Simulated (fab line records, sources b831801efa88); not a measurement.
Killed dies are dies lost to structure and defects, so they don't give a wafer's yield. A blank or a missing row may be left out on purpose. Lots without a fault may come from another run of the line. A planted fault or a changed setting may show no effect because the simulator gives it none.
fab line records | flow sfq_line
record lots=6 wafers=18 last_day=88
route steps=325 shown I1@80 M2@88
lots that met no fault: from a run of the same line without faults
start_h: hours from the record's first day to the start of the lot's first wafer shown | wait_h: hours since the lot's step before | " the same as in the row above | L1.1+2: a row that stands for several wafers | - no value, or no start given | * or withheld: withheld | < > ~ a bound
route shown NAME@n: a module of which the file shows steps, and the number in the route of the first | usual: mean/standard deviation of fault-free wafers | same: alike in all rows | chamber/n: place in a boat | sites: the reading at each site | _std_site: their standard deviation | _edge_site: outer sites' mean less inner sites' | radius_mm: how far each site lies from the wafer's centre | mask NAME#n: copy n | behind: the tool/chamber that last shaped the wafer | hold: why the lot was held/for how many hours/how that ended | device: the transistor (n, p or np) that didn't switch | end of line: the same wafers' tests at the end of the route | a step without rows: its recipe alone | killed: dies lost to structure and defects at the first sort, not the wafer's yield | map: a wafer's dies, x killed, . not, _ none there
set.NAME: the setting as run; set.NAME@STEP: as run at that earlier step | model.NAME: the simulator's own value behind a step, which no gauge read
lots at some steps of the route; a table a step, a row a wafer
services: from which hour (start_h, from the record's first day; less than 0 if before it) a tool's chamber was out of use, for how many hours, and why
## steps
# step SFQ_TRILAYER_I1_VIA_LITHO_EXPOSE_050
# recipe mask_id=I1 na=0.6 source_shape=conventional sigma_outer=0.65 target_cd_nm=500 dose_mj=21.3
# step SFQ_TRILAYER_I1_VIA_LITHO_PEB_052
# recipe peb_temp_c=115 peb_time_s=60 resist=KrF
# step SFQ_TRILAYER_I1_VIA_LITHO_DEVELOP_051
# recipe time_s=60 resist=KrF
# step SFQ_I1_OVL_MEAS_913
# usual I1_OVL=-3/4.6
# columns lot.wafer tool chamber start_h wait_h I1_OVL[nm]
L648.1 overlay-01 - 446.20 0.1 -7
L648.3 " - " " -4
L648.6 " - " " -8
L650.1 overlay-02 - 466.60 0.1 1
L650.3 " - " " -3
L650.5 " - " " -10
L654.1 overlay-02 - 511.88 0.1 5
L654.3 " - " " 1
L654.5 " - " " -6
L658.3 overlay-02 - 543.84 0.1 -4
L658.4 " - " " 3
L658.6 " - " " 2
L659.3 overlay-01 - 562.62 0.1 -4
L659.4 " - " " 0
L659.6 " - " " -10
L661.2 overlay-01 - 575.81 0.1 4
L661.5 " - " " 3
L661.6 " - " " 3
# step SFQ_TRILAYER_I1_VIA_BARC_OPEN_VIA_ETCH_071
# recipe mask_material=PR chemistry=O2 target_depth_nm=125 target=BARC source_w=500 bias_w=80 pressure_mtorr=30 time_s=41.7
# usual drypump_motor_current_A=5.8/0.49 oes_product_au=0.685/0.0048
# columns lot.wafer tool chamber start_h wait_h drypump_motor_current_A oes_product_au rf_hours_counter_h
L648.1 rie_diel-02 3 446.23 0.0 5.6 0.684 64
L648.3 " 1 " " 6.3 0.688 85
L648.6 " 3 " " 5.6 0.680 -
L650.1 rie_diel-02 2 466.63 0.0 6.0 0.683 41
L650.3 " 3 " " 5.6 0.686 65
L650.5 " 0 " " 6.1 0.679 -
L654.1 rie_diel-02 1 511.92 0.0 6.3 0.684 85
L654.3 " 3 " " 5.6 0.674 65
L654.5 " 1 " " 6.3 0.684 -
L658.3 rie_diel-01 1 543.87 0.0 4.8 0.679 26
L658.4 " 0 " " 6.0 0.670 57
L658.6 " 2 " " 5.8 0.678 -
L659.3 rie_diel-01 0 562.64 0.0 6.0 0.692 57
L659.4 " 1 " " 4.8 0.691 26
L659.6 " 2 " " 5.8 0.677 -
L661.2 rie_diel-02 1 575.84 0.0 6.3 0.676 87
L661.5 " 3 " " 5.6 0.692 -
L661.6 " 0 " " 6.1 0.690 -
# step SFQ_TRILAYER_I1_VIA_ETCH_VIA_ETCH_052
# recipe target=SiO2 stop_on=Nb mask_material=PR taper_deg=20 chemistry=CHF3 target_depth_nm=260 source_w=500 bias_w=80 pressure_mtorr=30 time_s=withheld
# usual drypump_motor_current_A=5.8/0.49 oes_product_au=0.854/0.0053
# columns lot.wafer tool chamber start_h wait_h drypump_motor_current_A oes_product_au
L648.1 rie_diel-02 3 446.27 0.0 5.6 0.857
L648.3 " 1 " " 6.3 0.852
L648.6 " 3 " " 5.6 0.859
L650.1 rie_diel-02 2 466.67 0.0 6.0 0.840
L650.3 " 3 " " 5.6 0.852
L650.5 " 0 " " 6.1 0.850
L654.1 rie_diel-02 1 511.96 0.0 6.3 0.860
L654.3 " 3 " " 5.6 0.858
L654.5 " 1 " " 6.3 0.842
L658.3 rie_diel-01 1 543.91 0.0 4.8 0.852
L658.4 " 0 " " 6.0 0.858
L658.6 " 2 " " 5.8 0.856
L659.3 rie_diel-01 0 562.68 0.0 6.0 0.851
L659.4 " 1 " " 4.8 0.854
L659.6 " 2 " " 5.7 0.846
L661.2 rie_diel-02 1 575.88 0.0 6.2 0.863
L661.5 " 3 " " 5.6 0.866
L661.6 " 0 " " 6.1 0.859
# step SFQ_TRILAYER_I1_VIA_STRIP_STRIP_053
# recipe gas=O2 power_w=200 platen_temp_c=40 overash_fraction=0.65 chemistry=O2 pressure_mtorr=50
# usual drypump_motor_current_A=5.50/0.29 he_backside_leak_sccm=3.54/0.22 oes_product_au=1.003/0.0089
# columns lot.wafer tool chamber start_h wait_h drypump_motor_current_A he_backside_leak_sccm oes_product_au rf_hours_counter_h
L648.1 rie_metal-03 0 446.39 - 5.15 3.75 1.004 157
L648.3 " 1 " " 5.80 3.42 1.001 -
L648.6 " 0 " " 5.21 3.38 0.998 -
L650.1 rie_metal-02 1 466.79 - 5.81 3.42 0.996 108
L650.3 " 0 " " 5.22 3.75 0.991 -
L650.5 " 0 " " 5.23 3.82 0.997 -
L654.1 rie_metal-02 0 512.07 - 5.20 3.69 0.996 124
L654.3 " 0 " " 5.19 3.77 0.992 -
L654.5 " 1 " " 5.83 3.31 0.990 -
L658.3 rie_metal-02 1 544.22 - 5.82 3.29 0.999 -
L658.4 " 0 " " 5.22 4.13 0.979 -
L658.6 " 0 " " 5.22 3.92 0.981 -
L659.3 rie_metal-03 0 562.99 - 5.13 3.30 1.005 -
L659.4 " 1 " " 5.81 3.42 1.007 -
L659.6 " 0 " " 5.18 3.24 0.999 -
L661.2 rie_metal-02 0 575.99 - 5.20 3.87 0.999 134
L661.5 " 0 " " 5.22 3.82 1.004 -
L661.6 " 1 " " 5.82 3.40 1.005 -
# step SFQ_TRILAYER_I1_VIA_STRIP_SOLV_CLEAN_054
# recipe chemistry=NMP temp_c=70 time_s=600
# step SFQ_TRILAYER_M2_DEP_PRE_CLEAN_056
# recipe gas=Ar time_s=22.5 bias_v=250
# step SFQ_TRILAYER_M2_DEP_SPUTTER_055
# recipe material=Nb base_pressure_pa=1.33e-06 chamber_pressure_pa=0.1333 substrate_temp_c=20 resputter_cathode_voltage_v=400 target_thk_nm=200 power_w=2000 time_s=133.3
# usual base_pressure_pa=1.34e-06/9.1e-08 throttle_valve_pct=29.3/1.2
# columns lot.wafer tool chamber start_h wait_h base_pressure_pa throttle_valve_pct
L648.1 pvd_sputter-05 - 447.19 0.0 1.3e-06 30.1
L648.3 " - " " 1.3e-06 28.5
L648.6 " - " " 1.44e-06 30.2
L650.1 pvd_sputter-05 - 467.79 0.0 1.4e-06 28.7
L650.3 " - " " 1.24e-06 30.6
L650.5 " - " " 1.39e-06 28.5
L654.1 pvd_sputter-03 - 512.87 0.0 1.27e-06 32.0
L654.3 " - " " 1.32e-06 29.2
L654.5 " - " " 1.28e-06 32.2
L658.3 pvd_sputter-04 - 544.82 0.0 1.34e-06 27.8
L658.4 " - " " 1.51e-06 30.3
L658.6 " - " " 1.39e-06 28.6
L659.3 pvd_sputter-05 - 563.62 0.0 1.33e-06 30.5
L659.4 " - " " 1.32e-06 30.2
L659.6 " - " " 1.26e-06 30.0
L661.2 pvd_sputter-03 - 576.83 0.0 1.42e-06 32.0
L661.5 " - " " 1.41e-06 28.9
L661.6 " - " " 1.32e-06 29.0
# step SFQ_M2_RS_MEAS_914
# recipe thk_meas_gauge=four-point-probe reads=Nb_of_TRILAYER_M2_DEP_SPUTTER_055
# usual M2_NB_RS=0.888/0.01
# columns lot.wafer tool chamber start_h wait_h M2_NB_RS[ohm/sq]
L648.1 film_metro-04 - 447.28 0.0 0.893
L648.3 " - " " 0.893
L648.6 " - " " 0.887
L650.1 film_metro-03 - 467.88 0.0 0.877
L650.3 " - " " 0.883
L650.5 " - " " 0.881
L654.1 film_metro-03 - 512.96 0.0 0.881
L654.3 " - " " 0.888
L654.5 " - " " 0.880
L658.3 film_metro-03 - 544.95 0.1 0.891
L658.4 " - " " 0.884
L658.6 " - " " 0.884
L659.3 film_metro-01 - 563.75 0.1 0.892
L659.4 " - " " 0.893
L659.6 " - " " 0.897
L661.2 film_metro-04 - 576.94 0.1 0.881
L661.5 " - " " 0.886
L661.6 " - " " 0.870
# step SFQ_TRILAYER_M2_LITHO_COAT_062
# recipe resist=BARC spin_rpm=3000 resist_thk_nm=62
# usual exhaust_pa=45.0/0.72
# columns lot.wafer tool chamber start_h wait_h exhaust_pa model.BARC_of_TRILAYER_M2_LITHO_COAT_062.thk_nm
L648.1 litho_track-01 0 447.46 0.1 45.1 58.68
L648.3 " 0 " " 44.7 58.76
L648.6 " 0 " " 45.6 58.72
L650.1 litho_track-01 0 468.06 0.1 46.1 58.66
L650.3 " 0 " " 45.0 58.46
L650.5 " 0 " " 45.2 58.41
L654.1 litho_track-02 0 513.14 0.1 44.1 62.33
L654.3 " 0 " " 45.5 62.15
L654.5 " 0 " " 45.4 62.13
L658.3 litho_track-01 0 545.19 0.1 44.3 61.65
L658.4 " 0 " " 45.9 61.85
L658.6 " 0 " " 46.0 61.99
L659.3 litho_track-04 0 563.99 0.1 45.4 62.02
L659.4 " 0 " " 44.8 61.83
L659.6 " 0 " " 45.6 61.78
L661.2 litho_track-02 0 577.15 0.1 44.7 62.08
L661.5 " 0 " " 44.0 61.87
L661.6 " 0 " " 46.1 61.96
# step SFQ_TRILAYER_M2_LITHO_COAT_057
# recipe resist=KrF spin_rpm=3000 resist_thk_nm=600
# step SFQ_TRILAYER_M2_LITHO_SOFTBAKE_061
# recipe temp_c=withheld time_s=withheld resist=KrF
# step SFQ_TRILAYER_M2_LITHO_EXPOSE_058
# recipe mask_id=M2 na=0.6 source_shape=conventional sigma_outer=0.65 target_cd_nm=500 dose_mj=14.4
# step SFQ_TRILAYER_M2_LITHO_PEB_060
# recipe peb_temp_c=115 peb_time_s=60 resist=KrF
# step SFQ_TRILAYER_M2_LITHO_DEVELOP_059
# recipe time_s=60 resist=KrF
# step SFQ_M2_OVL_MEAS_916
# usual M2_OVL=1/4.6
# columns lot.wafer tool chamber start_h wait_h M2_OVL[nm]
L648.1 overlay-01 - 461.80 0.1 -2
L648.3 " - " " -1
L648.6 " - " " -3
L650.1 overlay-02 - 502.28 0.1 0
L650.3 " - " " 3
L650.5 " - " " 3
L654.1 overlay-02 - 542.63 0.1 -9
L654.3 " - " " -3
L654.5 " - " " -1
L658.3 overlay-02 - 580.62 0.1 -2
L658.4 " - " " 7
L658.6 " - " " -3
L659.3 overlay-02 - 596.22 0.1 8
L659.4 " - " " 7
L659.6 " - " " -2
L661.2 overlay-01 - 610.61 0.1 4
L661.5 " - " " 7
L661.6 " - " " 7
# step SFQ_TRILAYER_M2_BARC_OPEN_METAL_ETCH_077
# recipe mask_material=PR chemistry=O2 target_depth_nm=125 target=BARC icp_w=600 bias_w=80 pressure_mtorr=10 time_s=41.7
# usual drypump_motor_current_A=5.53/0.21 he_backside_leak_sccm=3.53/0.25 oes_product_au=0.685/0.0044
# columns lot.wafer tool chamber start_h wait_h drypump_motor_current_A he_backside_leak_sccm oes_product_au rf_hours_counter_h model.etch.depth_nm
L648.1 rie_metal-02 0 461.83 0.0 5.22 3.64 0.669 117 58.68
L648.3 " 0 " " 5.21 3.89 0.676 - 58.76
L648.6 " 1 " " 5.81 3.43 0.675 - 58.72
L650.1 rie_metal-02 1 502.32 0.0 5.81 3.32 0.672 112 58.66
L650.3 " 0 " " 5.20 3.85 0.670 - 58.46
L650.5 " 1 " " 5.83 3.24 0.657 - 58.41
L654.1 rie_metal-04 0 542.67 0.0 5.58 3.20 0.681 32 62.33
L654.3 " 0 " " 5.59 3.31 0.687 - 62.15
L654.5 " 1 " " 5.59 3.85 0.690 - 62.13
L658.3 rie_metal-01 1 580.66 0.0 5.57 3.77 0.683 - 61.65
L658.4 " 0 " " 5.42 3.29 0.683 - 61.85
L658.6 " 0 " " 5.40 3.21 0.686 - 61.99
L659.3 rie_metal-01 0 596.26 0.0 5.40 3.36 0.688 - 62.02
L659.4 " 1 " " 5.58 3.59 0.687 - 61.83
L659.6 " 1 " " 5.62 3.44 0.682 - 61.78
L661.2 rie_metal-04 0 610.64 0.0 5.58 3.16 0.688 46 62.08
L661.5 " 0 " " 5.58 3.22 0.693 - 61.87
L661.6 " 1 " " 5.55 4.07 0.683 - 61.96
# step SFQ_TRILAYER_M2_ETCH_METAL_ETCH_060
# recipe target=Nb stop_on=SiO2 mask_material=PR chemistry=Cl2/Ar target_depth_nm=240 icp_w=600 bias_w=80 pressure_mtorr=10 time_s=120
# usual drypump_motor_current_A=5.53/0.21 he_backside_leak_sccm=3.54/0.28 oes_product_au=0.894/0.0069
# columns lot.wafer tool chamber start_h wait_h drypump_motor_current_A he_backside_leak_sccm oes_product_au rf_hours_counter_h
L648.1 rie_metal-02 0 461.89 0.0 5.23 3.84 0.885 117
L648.3 " 0 " " 5.21 3.81 0.892 -
L648.6 " 1 " " 5.82 3.36 0.899 -
L650.1 rie_metal-02 1 502.38 0.0 5.81 3.44 0.905 112
L650.3 " 0 " " 5.23 3.95 0.892 -
L650.5 " 1 " " 5.82 3.26 0.894 -
L654.1 rie_metal-04 0 542.73 0.0 5.57 3.54 0.902 32
L654.3 " 0 " " 5.56 3.75 0.898 -
L654.5 " 1 " " 5.58 3.83 0.894 -
L658.3 rie_metal-01 1 580.74 0.1 5.57 3.80 0.897 -
L658.4 " 0 " " 5.42 3.19 0.899 -
L658.6 " 0 " " 5.38 3.16 0.897 -
L659.3 rie_metal-01 0 596.34 0.1 5.39 3.33 0.891 -
L659.4 " 1 " " 5.54 3.32 0.888 -
L659.6 " 1 " " 5.52 3.35 0.899 -
L661.2 rie_metal-04 0 610.70 0.0 5.59 3.15 0.901 46
L661.5 " 0 " " 5.58 3.40 0.893 -
L661.6 " 1 " " 5.58 4.04 0.907 -
## services
# columns tool chamber start_h hours kind
pvd_sputter-03 - 428.18 0.7 repair
rie_metal-02 - 446.38 1.4 pm
rie_metal-04 - 446.86 6.7 repair
rie_metal-02 - 477.06 2.8 pm
rie_metal-03 1 481.93 2.7 repair
rie_metal-02 - 492.57 2.2 repair
rie_metal-03 - 498.56 2.8 pm
rie_diel-01 3 504.28 3.9 repair
rie_diel-02 2 511.31 18.5 repair
rie_metal-03 0 527.05 - clean
rie_metal-03 0 527.05 15.8 scheduled_down
rie_diel-02 2 534.33 9.1 repair
rie_metal-01 0 535.63 - clean
rie_metal-01 0 535.63 17.8 scheduled_down
rie_metal-01 0 535.63 17.8 vent_cycle
pvd_sputter-05 - 537.86 3.6 repair
rie_diel-01 2 539.74 2.4 repair
rie_metal-01 1 549.42 3.4 repair
rie_diel-02 1 577.60 - clean
rie_diel-02 1 577.60 24.3 scheduled_down
rie_diel-02 1 577.60 24.3 vent_cycle
rie_metal-02 - 580.08 14.6 pm
rie_metal-04 1 580.87 3.0 repair
rie_diel-01 1 586.24 8.5 repair
## key
first_sign step=SFQ_TRILAYER_M2_BARC_OPEN_METAL_ETCH_077 reading=oes_product_au direction=down sigmas=3.5 usual=0.685 struck=0.670
effect none on later readings
model_effect step=SFQ_TRILAYER_M2_LITHO_COAT_062 value=BARC_of_TRILAYER_M2_LITHO_COAT_062.thk_nm without=61.79 struck=58.61
model_effect step=SFQ_TRILAYER_M2_BARC_OPEN_METAL_ETCH_077 value=etch.depth_nm without=61.79 struck=58.61
met_at SFQ_TRILAYER_M2_LITHO_COAT_062
struck_wafers L648.1,L648.3,L648.6,L650.1,L650.3,L650.5
also_fits SFQ_TRILAYER_M2_BARC_OPEN_METAL_ETCH_077:rie_metal-02
fault kind=process_parameter_drift tool=litho_track-01 chamber=- onset_h=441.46 steps=SFQ_TRILAYER_M2_LITHO_COAT_062 channel=resist_thk_nm offset=-3.1836 shape=step end_h=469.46 acts_in=these_recipes_only stated=62
